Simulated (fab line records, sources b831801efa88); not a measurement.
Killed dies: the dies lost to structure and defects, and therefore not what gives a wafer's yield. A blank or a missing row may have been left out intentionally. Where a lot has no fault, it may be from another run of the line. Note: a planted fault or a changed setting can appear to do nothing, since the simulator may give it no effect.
Code-filled problem report in 8D (eight disciplines) form -- flow sky130 -- the parts of the form that need people (team, actions taken, sign-off) are left out

## 1. WHAT WENT WRONG
Mean of run_length_s at SKY_VIA2_SOFTBAKE_08: 116.14 s across 6 wafers in 2 lots; on wafers with no fault it is 119.32 s (standard deviation 0.16). That is -20 standard deviations from the usual mean.
The step: time 90 s.
First observed at day 40 23:00: wafer L663.3, on litho_track-04. The record holds 36 wafers of 12 lots with a number at this step. Rule for "out" (also "out of limits"): further than 4 standard deviations from the usual mean. The rest of the wafers with a number are treated as sound.

## 2. WHAT IT IS, WHAT IT ISN'T
question,is,is not
which readings at this step,"run_length_s, heater_power_total_W",-
which lots,"L663, L664","L645, L648, L650, L651, L652, L654, L655, L659, L661, L662"
which wafers of those lots,all that have a number,-
read on which tools,litho_track-04,"litho_track-01, litho_track-02"
when,from day 40 23:00,up to then (30 sound wafers)

## 3. THE SUSPECTS, EACH WITH WHAT RULES IT OUT
Counting: a tool stays on the suspect list if, at a process step up to the reading, it processed all lots that are out and no sound lot following the first of them.
- litho_track-04 at SKY_VIA2_SOFTBAKE_08 (time 90 s): kept. All lots that are out passed through it, beginning with L663 at day 40 23:00, and no sound lot followed; its final sound lot before that point was L662 at day 40 19:00. Out on those wafers are its own readings of heater_power_total_W, run_length_s.
Remaining after the count: litho_track-04 at SKY_VIA2_SOFTBAKE_08.

## 4. THE CAUSE (what the simulator had put in)
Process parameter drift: litho_track-04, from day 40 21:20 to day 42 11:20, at SKY_VIA2_SOFTBAKE_08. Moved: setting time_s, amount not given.
Counting left only this tool.

## 5. SEQUENCE OF EFFECTS, ordered by route
Each row: a reading where the mean over the struck wafers with a number is more than 3 standard deviations away from the usual. Only readings whose record carries a usual standard deviation are examined. hours: median over the lots of the time between each lot's start at the first step of this table that gives one and its start at this step. sigmas: the change, counted in usual standard deviations.
hours,step,reading,usual,on struck wafers,change,sigmas
0,SKY_VIA2_SOFTBAKE_08,heater_power_total_W,57.36 W,57.99,+0.63,+5.7
0,SKY_VIA2_SOFTBAKE_08,run_length_s,119.32 s,116.14,-3.17,-20
Its process steps:
- SKY_VIA2_SOFTBAKE_08: time 90 s.

## 6. HOW IT WOULD HAVE BEEN CAUGHT EARLIER
First out-of-limits reading in this record: day 40 23:00, which is 2 hours after fault onset at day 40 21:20.
